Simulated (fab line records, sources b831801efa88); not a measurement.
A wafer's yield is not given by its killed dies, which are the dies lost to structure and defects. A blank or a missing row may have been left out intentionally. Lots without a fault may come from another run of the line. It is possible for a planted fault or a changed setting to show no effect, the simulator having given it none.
Problem report in the 8D (eight disciplines) form, filled by code -- flow gf180mcu -- the parts of the form that need people (team, actions taken, sign-off) are left out

1. THE ISSUE
Across 3 wafers from 3 lots, DNWELL_TW at GF_DNWELL_TW_MEAS_09 averages 1494, while fault-free wafers read 1335 with a standard deviation of 16. That puts it +9.9 standard deviations away from the usual mean.
First seen on wafer L241.6, day 4 18:05, on film_metro-03. The record holds 37 wafers of 13 lots with a number at this step. Rule for "out", or "out of limits": more than 4 standard deviations from the usual mean. All remaining wafers that have a number are taken as sound.

2. WHAT IT IS; WHAT IT IS NOT
question,is,is not
which readings at this step,DNWELL_TW,-
which lots,"L241, L243, L246","L232, L233, L234, L235, L236, L237, L249, L250, L252, L254"
which wafers of those lots,"L241.6, L243.1, L246.6","L241.5, L243.2, L243.3, L246.5"
read on which gauges,"film_metro-01, film_metro-03",film_metro-04
when,from day 4 18:05,"up to then (19 sound wafers); but 15 sound wafers of L243, L246, L249, L250, L252, L254 came after"

3. THE SUSPECTS, EACH WITH WHAT RULES IT OUT
Counting: a tool at a process step up to the reading stays a suspect if it ran every lot that is out. Sound lots after the first of them don't rule it out here, since some wafers of a struck lot are sound.
- the gauge at GF_DNWELL_TW_MEAS_09 is ruled out. The wafers that are out were read on 2 gauges (film_metro-01, film_metro-03).
- implanter-02 at GF_DNWELL_IMPLANT_07: kept. It ran every lot that is out, first L241 (day 4 17:53); its last sound lot up to then is L237 (day 3 22:29). Out on those wafers are its own readings of beam_on_s, faraday_current_uA.
After counting, what remains is implanter-02 at GF_DNWELL_IMPLANT_07.

4. THE CAUSE (what the simulator had put in)
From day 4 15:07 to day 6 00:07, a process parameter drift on implanter-02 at GF_DNWELL_IMPLANT_07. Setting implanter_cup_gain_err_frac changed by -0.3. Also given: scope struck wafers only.
After counting, this tool was the only one left.

5. THE CHAIN OF EFFECTS, in route order
One row per reading whose mean, taken over the struck wafers that have a number, lies over 3 standard deviations from the usual. Scope: only readings with a usual standard deviation given in the record; hours: median across lots of the time from each lot's start at the first step in this table that gives one to its start at this step; sigmas: change in usual standard deviations.
hours,step,reading,usual,on struck wafers,change,sigmas
0,GF_DNWELL_IMPLANT_07,beam_on_s,10.00 s,14.34,+4.34,+23
0,GF_DNWELL_IMPLANT_07,faraday_current_uA,56.4,39.4,-17.0,-15
0,GF_DNWELL_TW_MEAS_09,DNWELL_TW,1335,1494,+159,+9.9
Its process steps:
- GF_DNWELL_IMPLANT_07
Later steps that measure or inspect, where all struck wafers having a row at the step show a number for every such reading and not one has moved that far: GF_LVPWELL_TW_MEAS_11, GF_VT_IMPLANT_OVL_MEAS_07, GF_POLY_GATE_CD_MEAS_10.

6. HOW IT WOULD HAVE BEEN CAUGHT EARLIER
The first out-of-limits reading at a measuring or inspecting step in this record came at day 4 18:05, 3 hours after the fault's start at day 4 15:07.
At GF_DNWELL_IMPLANT_07, the tool's own readings (beam_on_s, faraday_current_uA) were out on each struck wafer the step has a row for, so an alarm limit on them would have fired on the first such wafer.
L243, L246, from the lots that are out (3), started GF_DNWELL_IMPLANT_07 on implanter-02 later than day 4 18:05. A hold on the tool at that time would have spared those 2.
